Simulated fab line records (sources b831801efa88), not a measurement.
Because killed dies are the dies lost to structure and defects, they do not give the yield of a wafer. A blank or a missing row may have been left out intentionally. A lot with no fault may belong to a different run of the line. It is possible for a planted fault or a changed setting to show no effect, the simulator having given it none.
Matching of chambers ; flow gf180mcu ; GF_V2_ETCH_16 on rie diel-01 has 4 sister chambers
The step etches BARC in N2/H2. 4 wafers are shown with their chamber, then 11 later ones without.

WAFERS PAIRED WITH THEIR CHAMBERS
wafer;chamber;drypump motor current A (A)
L086.1;0;5.72
L086.2;2;5.53
L086.3;3;5.33
L086.4;1;5.34

WAFERS WITH NO CHAMBER GIVEN
wafer;drypump motor current A (A)
L086.5;5.57
L086.6;5.32
L093.2;5.72
L093.5;5.73
L093.6;5.32
L094.1;5.55
L094.5;5.51
L094.6;5.37
L096.1;5.36
L096.3;5.33
L096.6;5.71

WHICH CHAMBER EACH WENT THROUGH
wafer;from the rows above;in truth
L086.5;2;2
L086.6;can't be placed: 3 or 1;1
L093.2;0;0
L093.5;0;0
L093.6;can't be placed: 3 or 1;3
L094.1;2;2
L094.5;2;2
L094.6;can't be placed: 1 or 3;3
L096.1;can't be placed: 1 or 3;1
L096.3;can't be placed: 3 or 1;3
L096.6;0;0
Correct placement for 6 of the 11. Not placeable from these rows: 5 (in 5, the candidates include the true chamber). Placed wrongly: 0.
How it was worked out, from the rows above alone: a wafer's distance from a chamber is the root of the sum, over the readings, of the square of ((its reading less the chamber's mean) divided by the reading's scatter). If the next closest chamber is less than 2 further off than the closest, the wafer can't be placed; otherwise it belongs to the closest. Each chamber's mean is taken over the wafers shown for it. The scatter (one wafer shown for each chamber): square how far every hidden wafer sits from the nearest shown wafer, average those squares and take the square root.
